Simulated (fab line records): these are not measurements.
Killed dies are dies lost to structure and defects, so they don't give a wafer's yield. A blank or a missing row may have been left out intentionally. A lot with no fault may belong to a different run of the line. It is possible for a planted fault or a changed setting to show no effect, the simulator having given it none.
What tool caused it? :: flow sky130 :: 13 lots with 39 wafers sampled at 5 steps, on a route of 708 steps

## WHAT EACH GAUGE READ, for each wafer
SKY_METAL2_OVL_MEAS_16. Usual: METAL2_OVL gives 5 nm (standard deviation 5.2).
lot: L360
measured: day 34 23:54
on: overlay-01
METAL2_OVL (nm): -1 5 0
flag: 

lot: L362
measured: day 36 06:16
on: overlay-02
METAL2_OVL (nm): 6 3 3
flag: 

lot: L367
measured: day 37 16:50
on: overlay-02
METAL2_OVL (nm): 8 2 12
flag: 

lot: L370
measured: day 38 18:16
on: overlay-02
METAL2_OVL (nm): 4 11 -3
flag: 

lot: L373
measured: day 39 08:38
on: overlay-02
METAL2_OVL (nm): 5 -4 4
flag: 

lot: L375
measured: day 40 09:06
on: overlay-02
METAL2_OVL (nm): 5 5 -2
flag: 

lot: L377
measured: day 40 11:20
on: overlay-02
METAL2_OVL (nm): -4 8 5
flag: 

lot: L376
measured: day 40 17:02
on: overlay-02
METAL2_OVL (nm): 19 7 11
flag: 

lot: L378
measured: day 40 17:59
on: overlay-01
METAL2_OVL (nm): 10 10 9
flag: 

lot: L379
measured: day 41 05:51
on: overlay-01
METAL2_OVL (nm): 6 0 0
flag: 

lot: L380
measured: day 41 07:03
on: overlay-02
METAL2_OVL (nm): -2 4 11
flag: 

lot: L382
measured: day 41 10:46
on: overlay-02
METAL2_OVL (nm): 6 4 2
flag: 

lot: L383
measured: day 42 03:34
on: overlay-01
METAL2_OVL (nm): 14 10 3
flag: 

SKY_VIA2_THK_MEAS_01. Usual: VIA2_HDPCVD_THK gives 1175 nm (standard deviation 17).
lot: L360
measured: day 35 00:53
on: filmMetro-03
VIA2_HDPCVD_THK (nm): 1186 1171 1186
flag: 

lot: L362
measured: day 36 07:29
on: filmMetro-02
VIA2_HDPCVD_THK (nm): 2381 2346 2338 2382 2345 2341
flag: OFF

lot: L367
measured: day 37 18:07
on: filmMetro-04
VIA2_HDPCVD_THK (nm): 2332 2376 2362 2334 2376 2364
flag: OFF

lot: L370
measured: day 38 19:34
on: filmMetro-02
VIA2_HDPCVD_THK (nm): 2360 2378 2372 2359 2379 2372
flag: OFF

lot: L373
measured: day 39 09:37
on: filmMetro-04
VIA2_HDPCVD_THK (nm): 1173 1167 1170
flag: 

lot: L375
measured: day 40 10:03
on: filmMetro-04
VIA2_HDPCVD_THK (nm): 1173 1189 1170
flag: 

lot: L377
measured: day 40 12:32
on: filmMetro-02
VIA2_HDPCVD_THK (nm): 1155 1168 1165
flag: 

lot: L376
measured: day 40 17:58
on: filmMetro-02
VIA2_HDPCVD_THK (nm): 1187 1156 1160
flag: 

lot: L378
measured: day 40 18:56
on: filmMetro-02
VIA2_HDPCVD_THK (nm): 1170 1151 1197
flag: 

lot: L379
measured: day 41 06:47
on: filmMetro-02
VIA2_HDPCVD_THK (nm): 1211 1201 1175
flag: 

lot: L380
measured: day 41 08:02
on: filmMetro-04
VIA2_HDPCVD_THK (nm): 1190 1159 1192
flag: 

lot: L382
measured: day 41 11:43
on: filmMetro-03
VIA2_HDPCVD_THK (nm): 1181 1174 1166
flag: 

lot: L383
measured: day 42 04:30
on: filmMetro-02
VIA2_HDPCVD_THK (nm): 1213 1172 1206
flag: 

## WHAT TOOL EACH LOT RAN ON (gives the tool, then ch and the chambers of the sampled wafers, and finally the start)
lot: L360
SKY_METAL2_DESCUM_17: rieMetal-01 ch 0,1, day 34 23:56
SKY_METAL2_METAL_ETCH_19: rieMetal-01 ch 0,1, day 35 00:02
SKY_VIA2_HDPCVD_00: hdpcvd-02 ch 0,1, day 35 00:44

lot: L362
SKY_METAL2_DESCUM_17: rieMetal-03 ch 0,1, day 36 06:17
SKY_METAL2_METAL_ETCH_19: rieMetal-03 ch 0,1, day 36 06:23
SKY_VIA2_HDPCVD_00: hdpcvd-02 ch 0,2, day 36 07:04

lot: L367
SKY_METAL2_DESCUM_17: rieMetal-01 ch 0,1, day 37 16:52
SKY_METAL2_METAL_ETCH_19: rieMetal-01 ch 0,1, day 37 16:58
SKY_VIA2_HDPCVD_00: hdpcvd-01 ch 0,1, day 37 17:39

lot: L370
SKY_METAL2_DESCUM_17: rieMetal-01 ch 0,1, day 38 18:18
SKY_METAL2_METAL_ETCH_19: rieMetal-01 ch 0,1, day 38 18:25
SKY_VIA2_HDPCVD_00: hdpcvd-01 ch 1,2, day 38 19:04

lot: L373
SKY_METAL2_DESCUM_17: rieMetal-01 ch 0,1, day 39 08:40
SKY_METAL2_METAL_ETCH_19: rieMetal-01 ch 0,1, day 39 08:46
SKY_VIA2_HDPCVD_00: hdpcvd-01 ch 0,1,2, day 39 09:29

lot: L375
SKY_METAL2_DESCUM_17: rieMetal-01 ch 0,1, day 40 09:08
SKY_METAL2_METAL_ETCH_19: rieMetal-01 ch 0,1, day 40 09:14
SKY_VIA2_HDPCVD_00: hdpcvd-01 ch 0,1,2, day 40 09:58

lot: L377
SKY_METAL2_DESCUM_17: rieMetal-03 ch 0, day 40 11:23
SKY_METAL2_METAL_ETCH_19: rieMetal-03 ch 0, day 40 11:37
SKY_VIA2_HDPCVD_00: hdpcvd-01 ch 0,1, day 40 12:23

lot: L376
SKY_METAL2_DESCUM_17: rieMetal-01 ch 0,1, day 40 17:04
SKY_METAL2_METAL_ETCH_19: rieMetal-01 ch 0,1, day 40 17:10
SKY_VIA2_HDPCVD_00: hdpcvd-02 ch 0,2, day 40 17:50

lot: L378
SKY_METAL2_DESCUM_17: rieMetal-04 ch 0,1, day 40 18:01
SKY_METAL2_METAL_ETCH_19: rieMetal-04 ch 0,1, day 40 18:07
SKY_VIA2_HDPCVD_00: hdpcvd-02 ch 0,1,2, day 40 18:47

lot: L379
SKY_METAL2_DESCUM_17: rieMetal-01 ch 0,1, day 41 05:53
SKY_METAL2_METAL_ETCH_19: rieMetal-01 ch 0,1, day 41 05:59
SKY_VIA2_HDPCVD_00: hdpcvd-01 ch 0,1,2, day 41 06:40

lot: L380
SKY_METAL2_DESCUM_17: rieMetal-03 ch 0,1, day 41 07:05
SKY_METAL2_METAL_ETCH_19: rieMetal-03 ch 0,1, day 41 07:11
SKY_VIA2_HDPCVD_00: hdpcvd-01 ch 0,1,2, day 41 07:54

lot: L382
SKY_METAL2_DESCUM_17: rieMetal-04 ch 0,1, day 41 10:48
SKY_METAL2_METAL_ETCH_19: rieMetal-04 ch 0,1, day 41 10:55
SKY_VIA2_HDPCVD_00: hdpcvd-02 ch 0,2, day 41 11:34

lot: L383
SKY_METAL2_DESCUM_17: rieMetal-03 ch 0, day 42 03:35
SKY_METAL2_METAL_ETCH_19: rieMetal-03 ch 0, day 42 03:41
SKY_VIA2_HDPCVD_00: hdpcvd-01 ch 0,1,2, day 42 04:22
- SKY_METAL2_DESCUM_17: chemistry O2, time 8 s.
- SKY_METAL2_METAL_ETCH_19: etches the open film in Cl2/BCl3, stops on SiO2, target depth 360 nm, time 78 s.
- SKY_VIA2_HDPCVD_00: deposits SiO2, target thk 1180 nm, time 196.7 s.

## WHAT THE TOOLS THEMSELVES READ (means of the sampled wafers that have a number; where no wafer has one, the mark that the record gives instead)
SKY_METAL2_DESCUM_17. Usual: drypumpMotorCurrentA 5.7 A, standard deviation 0.44; oesProductAu 1.001 a.u., standard deviation 0.0086; tempC 40.00 C, standard deviation 0.11.
lot: L360
tool: rieMetal-01
drypumpMotorCurrentA (A): 6.0
oesProductAu (a.u.): 1.003
tempC (C): 40.02
flag: 

lot: L362
tool: rieMetal-03
drypumpMotorCurrentA (A): 5.5
oesProductAu (a.u.): 1.000
tempC (C): 39.91
flag: 

lot: L367
tool: rieMetal-01
drypumpMotorCurrentA (A): 5.9
oesProductAu (a.u.): 1.003
tempC (C): 40.01
flag: 

lot: L370
tool: rieMetal-01
drypumpMotorCurrentA (A): 6.0
oesProductAu (a.u.): 0.999
tempC (C): 39.98
flag: 

lot: L373
tool: rieMetal-01
drypumpMotorCurrentA (A): 6.0
oesProductAu (a.u.): 0.988
tempC (C): 40.01
flag: 

lot: L375
tool: rieMetal-01
drypumpMotorCurrentA (A): 6.0
oesProductAu (a.u.): 1.007
tempC (C): 39.95
flag: 

lot: L377
tool: rieMetal-03
drypumpMotorCurrentA (A): 5.2
oesProductAu (a.u.): 1.001
tempC (C): 40.07
flag: 

lot: L376
tool: rieMetal-01
drypumpMotorCurrentA (A): 6.0
oesProductAu (a.u.): 1.002
tempC (C): 40.06
flag: 

lot: L378
tool: rieMetal-04
drypumpMotorCurrentA (A): 5.5
oesProductAu (a.u.): 0.996
tempC (C): 40.04
flag: 

lot: L379
tool: rieMetal-01
drypumpMotorCurrentA (A): 5.7
oesProductAu (a.u.): 1.002
tempC (C): 40.12
flag: 

lot: L380
tool: rieMetal-03
drypumpMotorCurrentA (A): 5.5
oesProductAu (a.u.): 1.006
tempC (C): 39.86
flag: 

lot: L382
tool: rieMetal-04
drypumpMotorCurrentA (A): 5.5
oesProductAu (a.u.): 0.997
tempC (C): 40.02
flag: 

lot: L383
tool: rieMetal-03
drypumpMotorCurrentA (A): 5.2
oesProductAu (a.u.): 1.005
tempC (C): 40.08
flag: 

SKY_METAL2_METAL_ETCH_19. Usual: drypumpMotorCurrentA 5.7 A, standard deviation 0.44; oesProductAu 0.849 a.u., standard deviation 0.0068; throttleValvePct 22.262 %, standard deviation 0.0094.
lot: L360
tool: rieMetal-01
drypumpMotorCurrentA (A): 6.0
oesProductAu (a.u.): 0.843
throttleValvePct (%): 22.262
flag: 

lot: L362
tool: rieMetal-03
drypumpMotorCurrentA (A): 5.5
oesProductAu (a.u.): 0.848
throttleValvePct (%): 22.263
flag: 

lot: L367
tool: rieMetal-01
drypumpMotorCurrentA (A): 6.0
oesProductAu (a.u.): 0.855
throttleValvePct (%): 22.260
flag: 

lot: L370
tool: rieMetal-01
drypumpMotorCurrentA (A): 6.0
oesProductAu (a.u.): 0.846
throttleValvePct (%): 22.264
flag: 

lot: L373
tool: rieMetal-01
drypumpMotorCurrentA (A): 6.0
oesProductAu (a.u.): 0.853
throttleValvePct (%): 22.266
flag: 

lot: L375
tool: rieMetal-01
drypumpMotorCurrentA (A): 6.0
oesProductAu (a.u.): 0.850
throttleValvePct (%): 22.248
flag: 

lot: L377
tool: rieMetal-03
drypumpMotorCurrentA (A): 5.2
oesProductAu (a.u.): 0.851
throttleValvePct (%): 22.260
flag: 

lot: L376
tool: rieMetal-01
drypumpMotorCurrentA (A): 6.0
oesProductAu (a.u.): 0.845
throttleValvePct (%): 22.249
flag: 

lot: L378
tool: rieMetal-04
drypumpMotorCurrentA (A): 5.5
oesProductAu (a.u.): 0.844
throttleValvePct (%): 22.269
flag: 

lot: L379
tool: rieMetal-01
drypumpMotorCurrentA (A): 5.7
oesProductAu (a.u.): 0.842
throttleValvePct (%): 22.260
flag: 

lot: L380
tool: rieMetal-03
drypumpMotorCurrentA (A): 5.5
oesProductAu (a.u.): 0.842
throttleValvePct (%): 22.259
flag: 

lot: L382
tool: rieMetal-04
drypumpMotorCurrentA (A): 5.5
oesProductAu (a.u.): 0.849
throttleValvePct (%): 22.258
flag: 

lot: L383
tool: rieMetal-03
drypumpMotorCurrentA (A): 5.2
oesProductAu (a.u.): 0.853
throttleValvePct (%): 22.254
flag: 

## THE ANSWER, worked out from the rows above alone
Rule: a lot is off if the mean of its wafers that have a number lies more than 3 standard deviations from the usual mean. Also off: a lot with no number at a reading for which 4 or more lots have one. The other lots that the step has rows for count as sound. Order of review: gauges by route order, followed by the tools' own readings, for which a lot's mean as printed above is used. At the first step where some lot is off, the reading lying furthest off is the one used; lots without a number count as furthest.
Off: at SKY_VIA2_THK_MEAS_01 (VIA2_HDPCVD_THK), L362, L367, L370.
A tool fits if, at a process step before that reading, it ran every lot that is off, and no sound lot after the first of them. Those tools and the gauges at SKY_VIA2_THK_MEAS_01 are tried in the same way. No candidate that was tried fits.

## WHAT THE SIMULATOR PUT IN
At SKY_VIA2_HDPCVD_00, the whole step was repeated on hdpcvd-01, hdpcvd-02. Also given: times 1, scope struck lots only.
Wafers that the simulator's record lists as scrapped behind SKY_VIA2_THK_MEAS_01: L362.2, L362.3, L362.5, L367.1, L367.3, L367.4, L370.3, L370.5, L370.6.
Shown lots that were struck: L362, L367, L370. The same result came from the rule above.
